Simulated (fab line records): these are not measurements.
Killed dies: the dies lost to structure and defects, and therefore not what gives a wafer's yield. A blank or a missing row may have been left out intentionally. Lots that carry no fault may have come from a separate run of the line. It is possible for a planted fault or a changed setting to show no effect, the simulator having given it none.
The tool behind it: which one? + flow sky130 + 11 lots, 33 wafers sampled, at 3 steps of a route of 708

WHAT EACH GAUGE READ, for each wafer
SKY_LI_CONTACT_RS_MEAS_22: measurement is done with a four-point probe.
| lot  | measured     | on            | LI_CONTACT_W_RS (ohm/sq) |
|------|--------------|---------------|--------------------------|
| L416 | day 29 18:28 | film_metro-02 | 0.286 0.292 0.286        |
| L420 | day 30 19:01 | film_metro-04 | 0.275 0.278 0.278        |
| L421 | day 31 06:09 | film_metro-02 | 0.284 0.286 0.287        |
| L428 | day 33 06:17 | film_metro-04 | 0.281 0.278 0.276        |
| L429 | day 33 13:16 | film_metro-02 | 0.365 0.361 0.366        |
| L430 | day 34 00:36 | film_metro-01 | 0.356 0.361 0.355        |
| L432 | day 34 13:07 | film_metro-02 | 0.292 0.287 0.292        |
| L436 | day 35 17:14 | film_metro-01 | 0.284 0.288 0.285        |
| L437 | day 36 05:55 | film_metro-04 | 0.287 0.290 0.293        |
| L438 | day 36 08:47 | film_metro-01 | 0.287 0.293 0.286        |
| L439 | day 36 13:04 | film_metro-04 | 0.290 0.291 0.290        |

EACH LOT AND THE TOOL THAT RAN IT (in order: tool; ch and the chambers of the sampled wafers; start)
| lot  | SKY_LI_CONTACT_CMP_02         | SKY_LI_CONTACT_CVD_21         |
|------|-------------------------------|-------------------------------|
| L416 | cmp-02 ch 0,2,3, day 28 12:58 | cvd_w-02 ch 0,1, day 29 18:20 |
| L420 | cmp-01 ch 0,1,3, day 29 13:40 | cvd_w-01 ch 0,1, day 30 18:53 |
| L421 | cmp-02 ch 0,1,3, day 30 01:04 | cvd_w-01 ch 0,1, day 31 06:01 |
| L428 | cmp-01 ch 1,2,3, day 32 02:03 | cvd_w-01 ch 0,1, day 33 06:10 |
| L429 | cmp-02 ch 0,2,3, day 32 09:24 | cvd_w-01 ch 0,1, day 33 13:07 |
| L430 | cmp-01 ch 0,1,3, day 32 20:31 | cvd_w-01 ch 0,1, day 34 00:28 |
| L432 | cmp-01 ch 1,2,3, day 33 09:34 | cvd_w-02 ch 0,1, day 34 12:59 |
| L436 | cmp-02 ch 0,1,3, day 34 14:14 | cvd_w-02 ch 0,1, day 35 17:07 |
| L437 | cmp-02 ch 0,1, day 35 02:30   | cvd_w-02 ch 0,1, day 36 05:46 |
| L438 | cmp-02 ch 0,1,2, day 35 05:50 | cvd_w-02 ch 0,1, day 36 08:40 |
| L439 | cmp-02 ch 1,2,3, day 35 09:50 | cvd_w-02 ch 0,1, day 36 12:55 |
- SKY_LI_CONTACT_CMP_02: polishes PSG.
- SKY_LI_CONTACT_CVD_21: deposits W, target thk 400 nm, time 120.56 s.

THE ANSWER, worked out from the rows above alone
Rule: usual is defined by the lots themselves. Put in order of their means at a reading, lots are off if they are a third of the lots or fewer, leave a main group of 4 or more, and stand apart from it by a gap of 3 or more times the standard deviation of the main group's means; of several such gaps the widest counts. If all means in a main group match to the digits the tables above print for the reading, that group is not used. Also off: a lot with no number at a reading for which 4 or more lots have one. All remaining lots with rows at the step are treated as sound.
Off: L429, L430, seen at SKY_LI_CONTACT_RS_MEAS_22 (LI_CONTACT_W_RS). For the main group the mean is 0.286 ohm/sq and the standard deviation 0.0048.
If a tool, at a process step before that reading, ran all the lots that are off and no sound lot after the first of them, it fits. Gauges at SKY_LI_CONTACT_RS_MEAS_22: tried the same way as those tools. One fits: cvd_w-01 at SKY_LI_CONTACT_CVD_21. Its last sound lot is L428 (day 33 06:10), its first lot that is off L429 (day 33 13:07): a fault that began between those two fits.

WHAT WAS PUT IN BY THE SIMULATOR
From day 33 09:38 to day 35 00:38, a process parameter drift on cvd_w-01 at SKY_LI_CONTACT_CVD_21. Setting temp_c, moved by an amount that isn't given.
Shown lots that were struck: L429, L430. The rule above found the same.
